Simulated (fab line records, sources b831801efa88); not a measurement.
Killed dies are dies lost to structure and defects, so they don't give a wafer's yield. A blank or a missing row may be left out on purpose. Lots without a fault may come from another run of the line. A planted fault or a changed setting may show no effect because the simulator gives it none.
Split-lot experiment | flow sky130 | 5 lots, 23 wafers read, on a route of 708 steps

THE SPLIT
At SKY_VIA1_SPUTTER_20 (material TiN, target thk 20 nm, time 80 s), the setting chamber_pressure_pa was moved away from the recipe's 5 Pa on 20 of the 23 wafers read, by -14.6% to +12.7%. The other wafers ran this setting at the recipe's value.

The reading is taken at the split's own step.

THE READING
TiN_of_VIA1_SPUTTER_20.thk_nm (the simulator's own value, which no gauge read), in nm, at SKY_VIA1_SPUTTER_20 (material TiN, target thk 20 nm, time 80 s). The file gives no usual value for it. The 3 wafers here that ran the recipe average 19.79 nm, standard deviation 0.14 nm.

wafer  | tool, chamber at the split | chamber_pressure_pa as run, Pa | against the recipe | TiN_of_VIA1_SPUTTER_20.thk_nm, nm | against lot-mates on the recipe
L074.1 | pvd_sputter-02, -          | 5.251                          | +5.0%              | 19.09                             | no lot-mate on the recipe
L074.3 | pvd_sputter-02, -          | 5.251                          | +5.0%              | 19.57                             | no lot-mate on the recipe
L074.4 | pvd_sputter-02, -          | 5.251                          | +5.0%              | 19.46                             | no lot-mate on the recipe
L074.5 | pvd_sputter-02, -          | 5.251                          | +5.0%              | 19.53                             | no lot-mate on the recipe
L074.6 | pvd_sputter-02, -          | 5.251                          | +5.0%              | 19.11                             | no lot-mate on the recipe
L080.1 | pvd_sputter-04, -          | 4.577                          | -8.5%              | 21.49                             | no lot-mate on the recipe
L080.2 | pvd_sputter-04, -          | 4.577                          | -8.5%              | 21.54                             | no lot-mate on the recipe
L080.3 | pvd_sputter-04, -          | 4.577                          | -8.5%              | 21.68                             | no lot-mate on the recipe
L080.4 | pvd_sputter-04, -          | 4.577                          | -8.5%              | 21.56                             | no lot-mate on the recipe
L080.5 | pvd_sputter-04, -          | 4.577                          | -8.5%              | 21.43                             | no lot-mate on the recipe
L081.1 | pvd_sputter-01, -          | 5                              | recipe             | 19.98                             | -
L081.3 | pvd_sputter-01, -          | 5                              | recipe             | 19.65                             | -
L081.6 | pvd_sputter-01, -          | 5                              | recipe             | 19.74                             | -
L083.1 | pvd_sputter-02, -          | 5.637                          | +12.7%             | 17.84                             | no lot-mate on the recipe
L083.2 | pvd_sputter-02, -          | 5.637                          | +12.7%             | 18.02                             | no lot-mate on the recipe
L083.3 | pvd_sputter-02, -          | 5.637                          | +12.7%             | 18.22                             | no lot-mate on the recipe
L083.4 | pvd_sputter-02, -          | 5.637                          | +12.7%             | 18.06                             | no lot-mate on the recipe
L083.6 | pvd_sputter-02, -          | 5.637                          | +12.7%             | 18.35                             | no lot-mate on the recipe
L085.1 | pvd_sputter-04, -          | 4.272                          | -14.6%             | 23.01                             | no lot-mate on the recipe
L085.2 | pvd_sputter-04, -          | 4.272                          | -14.6%             | 22.83                             | no lot-mate on the recipe
L085.3 | pvd_sputter-04, -          | 4.272                          | -14.6%             | 22.97                             | no lot-mate on the recipe
L085.4 | pvd_sputter-04, -          | 4.272                          | -14.6%             | 23.07                             | no lot-mate on the recipe
L085.5 | pvd_sputter-04, -          | 4.272                          | -14.6%             | 23                                | no lot-mate on the recipe

THE FIT
A straight line over all 23 wafers: TiN_of_VIA1_SPUTTER_20.thk_nm changes by -0.176 nm for each +1% of chamber_pressure_pa; r = -0.99; the points scatter about the line by 0.26 nm.
Too few moved wafers have a lot-mate on the recipe to fit a line with each lot's own level taken away.

THE FILE'S OWN FIT
TiN_of_VIA1_SPUTTER_20.thk_nm changes by -0.176 nm for each +1% of chamber_pressure_pa, r = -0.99.
